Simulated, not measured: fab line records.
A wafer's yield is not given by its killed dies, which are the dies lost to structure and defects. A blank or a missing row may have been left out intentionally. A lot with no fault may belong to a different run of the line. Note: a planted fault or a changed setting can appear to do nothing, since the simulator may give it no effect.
Comparing a struck lot with a sound one :: flow sky130 :: 15 out of 708 route steps
Sound: the wafers L325.2, L325.3, L325.6. Wafers L330.1, L330.2, L330.6 were the ones struck. Last of all comes the cause.
Each step with rows lists, per side, the tool, then ch with its chambers, then its first start. Under that, the readings that differ: sound wafers :: struck wafers :: difference of the means :: sigmas: that difference in standard deviations of wafers without a fault.
alike: a reading whose means differ by less than 2 such deviations, as well as words and numbers matching on both sides. not compared: withheld readings; readings where some wafer has no value; bounds like >300 that might hide an equal value; numbers whose values overlap and for which the record gives no deviation.
The two part at a step that has a row with sigmas, a row that says differs or no value, or rows on one side only. Non-overlapping numbers with no deviation appear without sigmas and do not part them. A reading that every wafer of one side lacks parts them only if that side has two wafers or more.

SKY_METAL5_SPUTTER_04: material TiN, target thk 70 nm, time 58.3 s.
  sound: pvd sputter-01 at day 46 13:40; struck: pvd sputter-01 at day 46 20:47
  alike: throttle valve pct
SKY_METAL5_RS_MEAS_05: uses a four-point probe to measure.
  sound: film metro-02 at day 46 13:44; struck: film metro-01 at day 46 20:50
  alike: METAL5_ALCU_RS
SKY_METAL5_THK_MEAS_06: measures by xrf.
  sound: film metro-02 at day 46 13:51; struck: film metro-01 at day 46 20:58
  alike: METAL5_ALCU_THK
then, 7 steps without rows for these wafers: SKY_METAL5_DEHYDRATE_07 (time 60 s); SKY_METAL5_HMDS_08 (prime time 60 s); SKY_METAL5_COAT_09 (resist thk 1800 nm); SKY_METAL5_SOFTBAKE_10 (time 60 s); SKY_METAL5_EXPOSE_11 (exposes mask MM5, target cd 1600 nm); SKY_METAL5_PEB_12; SKY_METAL5_DEVELOP_13 (develop time 60 s).
SKY_METAL5_DESCUM_14: chemistry O2, time 11 s.
  sound on rie metal-01 ch 0,1, day 47 10:11; struck on rie metal-02 ch 0,1, day 47 16:20
  alike: chamber pressure mTorr, drypump motor current A, oes product au, rf fwd power W
  not compared: rf hours counter h
SKY_METAL5_METAL_ETCH_15: etches the open film in Cl2/BCl3, stops on SiO2, target depth 1260 nm, time 252 s.
  sound on rie metal-01 ch 0,1, day 47 10:13; struck on rie metal-02 ch 0,1, day 47 16:22
  alike: bias w, chamber pressure mTorr, drypump motor current A, oes product au, rf fwd power W, throttle valve pct
  not compared: rf hours counter h
SKY_METAL5_STRIP_16: strips in O2/N2.
  sound on plasma asher-02 ch 0,1, day 47 10:28; struck on plasma asher-04 ch 0,1, day 47 16:37
  no value came back on the struck wafers for chamber pressure mTorr (mTorr), drypump motor current A (A), oes product au (a.u.), strip time to endpoint s (s); on the sound wafers chamber pressure mTorr (mTorr) reads 1498.8 1499.7 1501.6
reading: model.NOVOLAK_of_METAL5_COAT_09.thk nm (nm)
sound: 0 0 0
struck: 1033 1020 1013
difference: +1022
sigmas: 
  not compared: rf hours counter h
then, 1 step without rows for these wafers: SKY_METAL5_STRIP_17 (strips in post etch residue remover, time 1200 s).
SKY_PAD_OPEN_PROBE_99:
  sound: prober-02 at day 49 03:13; struck: prober-02 at day 49 09:10
reading: model.etest.met5 comb.leak log10 a um
sound: -11.96 -11.92 -12.06
struck: -11.16 -11.22 -11.09
difference: +0.82
sigmas: 

reading: model.etest.met5.line ohm um
sound: 0.01692 0.01683 0.01703
struck: 0.01752 0.01771 0.01785
difference: +0.00077
sigmas: 
  alike: defect limited yield, killed_at_M0_to_M3, killed_at_M4_up, killed at contacts, killed at front end, killed at other, killed dies, killed open, killed short, sort_bin_3_pad_short, sort_bin_5_function, sort_bin_6_memory, sort n pass, sort yield pct

## WHERE THEY PART
At SKY_METAL5_STRIP_16 and nowhere else, as far as this record goes. Later steps at which nothing parts them and some readings are alike: SKY_PAD_OPEN_PROBE_99.

WHY: what had been put in by the simulator
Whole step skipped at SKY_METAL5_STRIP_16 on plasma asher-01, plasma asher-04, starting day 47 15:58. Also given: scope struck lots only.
